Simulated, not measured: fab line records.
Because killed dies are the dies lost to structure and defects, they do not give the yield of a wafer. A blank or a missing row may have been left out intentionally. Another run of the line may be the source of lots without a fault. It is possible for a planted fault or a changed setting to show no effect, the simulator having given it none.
One fault through the eyes of 2 desks | flow sky130 | each desk has only its own numbers; what lay behind them comes last

== AT THE TOOL OWNER'S DESK: rieMetal-01 ==
The tool's own readings at SKY_METAL4_METAL_ETCH_18 (etches the open film in Cl2/BCl3, stops on SiO2, target depth 845 nm, time 183.1 s): means of the sampled wafers that have a number, for each lot that ran on this tool. Any lot whose mean is over 4 standard deviations away from the usual mean is out of limits and marked OUT; that distance is given in the brackets.
Columns: A = bcl3FlowSccm at SKY_METAL4_METAL_ETCH_18, usual 30.01 sccm; B = biasW at SKY_METAL4_METAL_ETCH_18, usual 48.49 W; C = drypumpMotorCurrentA at SKY_METAL4_METAL_ETCH_18, usual 5.7 A; D = oesProductAu at SKY_METAL4_METAL_ETCH_18, usual 0.867 a.u.; E = throttleValvePct at SKY_METAL4_METAL_ETCH_18, usual 22.263 %
lot  | first seen here | A     | B     | C   | D     | E
L488 | day 44 02:07    | 30.02 | 48.55 | 5.7 | 0.863 | 22.253
L490 | day 44 14:27    | 29.85 | 48.43 | 5.7 | 0.866 | 22.259
L491 | day 44 21:09    | 29.95 | 48.49 | 5.7 | 0.864 | 22.266
L492 | day 45 10:30    | 30.01 | 48.76 | 5.7 | 0.866 | 22.272
L504 | day 48 00:54    | 30.05 | 48.59 | 5.7 | 0.864 | 22.267
Finding of this desk: none of the 5 lots has anything out of limits.

== FROM THE METROLOGY DESK ==
Means of the sampled wafers that have a number, per lot and without regard to the tool the lot ran on: this is what the gauges read. Any lot whose mean is over 4 standard deviations away from the usual mean is out of limits and marked OUT; that distance is given in the brackets.
Columns: A = CAP2M_OVL at SKY_CAP2M_OVL_MEAS_12, usual 0.2 nm
lot  | first seen here | A
L484 | day 42 08:26    | -0.6
L487 | day 42 23:39    | 3.1
L488 | day 43 02:07    | 0.9
L490 | day 43 14:33    | 0.1
L491 | day 43 21:32    | 0.1
L492 | day 44 11:03    | 1.0
L502 | day 47 00:07    | -0.8
L503 | day 47 01:08    | 1.4
L504 | day 47 03:38    | 1.4
L505 | day 47 11:40    | 0.9
Finding of this desk: none of the 10 lots has anything out of limits.

== PUT TOGETHER ==
The desk of the tool owner found nothing out of limits.
At the metrology desk, nothing out of limits was observed.

== WHAT WAS PUT IN BY THE SIMULATOR ==
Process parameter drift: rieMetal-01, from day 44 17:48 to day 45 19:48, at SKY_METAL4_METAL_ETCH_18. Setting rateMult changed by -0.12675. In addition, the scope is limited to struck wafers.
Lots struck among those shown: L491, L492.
